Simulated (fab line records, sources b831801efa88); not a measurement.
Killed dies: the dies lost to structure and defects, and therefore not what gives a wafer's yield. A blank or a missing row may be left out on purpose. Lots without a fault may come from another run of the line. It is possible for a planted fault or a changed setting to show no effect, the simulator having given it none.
Which tool was responsible? | flow gf180mcu | 42 wafers from 14 lots sampled at 2 of the route's 602 steps

WHAT THE GAUGES SHOWED, per wafer
GF_TOP_METAL_RS_MEAS_05: uses a four-point probe to measure.
lot  | measured     | on           | TOP_METAL_ALCU_RS (ohm/sq)
L152 | day 27 06:45 | filmMetro-04 | 0.0332 0.0332 0.0326
L153 | day 27 17:44 | filmMetro-02 | 0.0326 0.0324 0.0328
L154 | day 27 23:22 | filmMetro-03 | 0.0331 0.0329 0.0330
L155 | day 28 07:44 | filmMetro-02 | 0.0328 0.0327 0.0330
L156 | day 28 10:24 | filmMetro-02 | 0.0326 0.0333 0.0328
L160 | day 29 17:40 | filmMetro-04 | 0.0323 0.0323 0.0327
L163 | day 30 16:25 | filmMetro-02 | 0.0317 0.0316 0.0321 0.0316 0.0316 0.0321
L164 | day 30 22:38 | filmMetro-02 | 0.0318 0.0316 0.0323
L168 | day 31 23:53 | filmMetro-02 | 0.0329 0.0324 0.0328
L171 | day 32 21:37 | filmMetro-03 | 0.0325 0.0328 0.0327
L172 | day 33 01:10 | filmMetro-04 | 0.0326 0.0325 0.0324
L173 | day 33 02:49 | filmMetro-03 | 0.0332 0.0330 0.0328
L175 | day 33 19:03 | filmMetro-02 | 0.0324 0.0324 0.0329
L169 | day 34 08:07 | filmMetro-02 | 0.0321 0.0325 0.0322

EACH LOT AND THE TOOL THAT RAN IT (in order: tool; ch and the chambers of the sampled wafers; start)
lot  | GF_TOP_METAL_SPUTTER_02
L152 | pvdSputter-04, day 27 06:40
L153 | pvdSputter-03, day 27 17:36
L154 | pvdSputter-04, day 27 23:16
L155 | pvdSputter-03, day 28 07:39
L156 | pvdSputter-01, day 28 10:19
L160 | pvdSputter-03, day 29 17:33
L163 | pvdSputter-04, day 30 16:19
L164 | pvdSputter-04, day 30 22:32
L168 | pvdSputter-01, day 31 23:48
L171 | pvdSputter-03, day 32 21:30
L172 | pvdSputter-03, day 33 01:05
L173 | pvdSputter-03, day 33 02:44
L175 | pvdSputter-04, day 33 18:58
L169 | pvdSputter-01, day 34 08:02
- GF_TOP_METAL_SPUTTER_02: material AlCu, target thk 900 nm, time 47.82 s.

AS READ BY THE TOOLS THEMSELVES (means over the sampled wafers that have a number; for cases with no such wafer, the mark the record gives instead)
GF_TOP_METAL_SPUTTER_02.
lot  | tool          | chamberPressurePa (Pa) | throttleValvePct (%)
L152 | pvdSputter-04 | 0.3000                 | 29.9
L153 | pvdSputter-03 | 0.2987                 | 31.5
L154 | pvdSputter-04 | 0.3011                 | 29.5
L155 | pvdSputter-03 | 0.2999                 | 31.3
L156 | pvdSputter-01 | 0.3001                 | 30.4
L160 | pvdSputter-03 | 0.3003                 | 30.8
L163 | pvdSputter-04 | 0.2527                 | 32.0
L164 | pvdSputter-04 | 0.2530                 | 32.5
L168 | pvdSputter-01 | 0.2998                 | 29.6
L171 | pvdSputter-03 | 0.2997                 | 31.3
L172 | pvdSputter-03 | 0.3003                 | 31.4
L173 | pvdSputter-03 | 0.2995                 | 31.2
L175 | pvdSputter-04 | 0.2999                 | 29.9
L169 | pvdSputter-01 | 0.3007                 | 29.3

THE ANSWER, worked out from the rows above alone
Rule: the usual values come from the lots themselves. The widest of any qualifying gaps counts: lots, ordered by their means at a reading, are off when they make up no more than a third of the lots, leave a main group of 4 or more, and stand apart from it by 3 or more times the standard deviation of that group's means. A main group is skipped when, at the precision printed for the reading in the tables above, its means are all equal. Also off: a lot with no number at a reading for which 4 or more lots have one. Any other lot the step has rows for is counted as sound. Order of review: gauges by route order, followed by the tools' own readings, for which a lot's mean as printed above is used. The first step at which some lot is off is used, and at that step the reading that is off furthest; a lot without a number counts as furthest.
Off: L163, L164 (GF_TOP_METAL_SPUTTER_02, chamberPressurePa). Mean 0.3000 Pa and standard deviation 0.00058 in the main group.
A tool fits if, at that step or a process step before it, it ran every lot that is off, and no sound lot after the first of them. No candidate that was tried fits.

WHAT THE SIMULATOR HAD PUT IN
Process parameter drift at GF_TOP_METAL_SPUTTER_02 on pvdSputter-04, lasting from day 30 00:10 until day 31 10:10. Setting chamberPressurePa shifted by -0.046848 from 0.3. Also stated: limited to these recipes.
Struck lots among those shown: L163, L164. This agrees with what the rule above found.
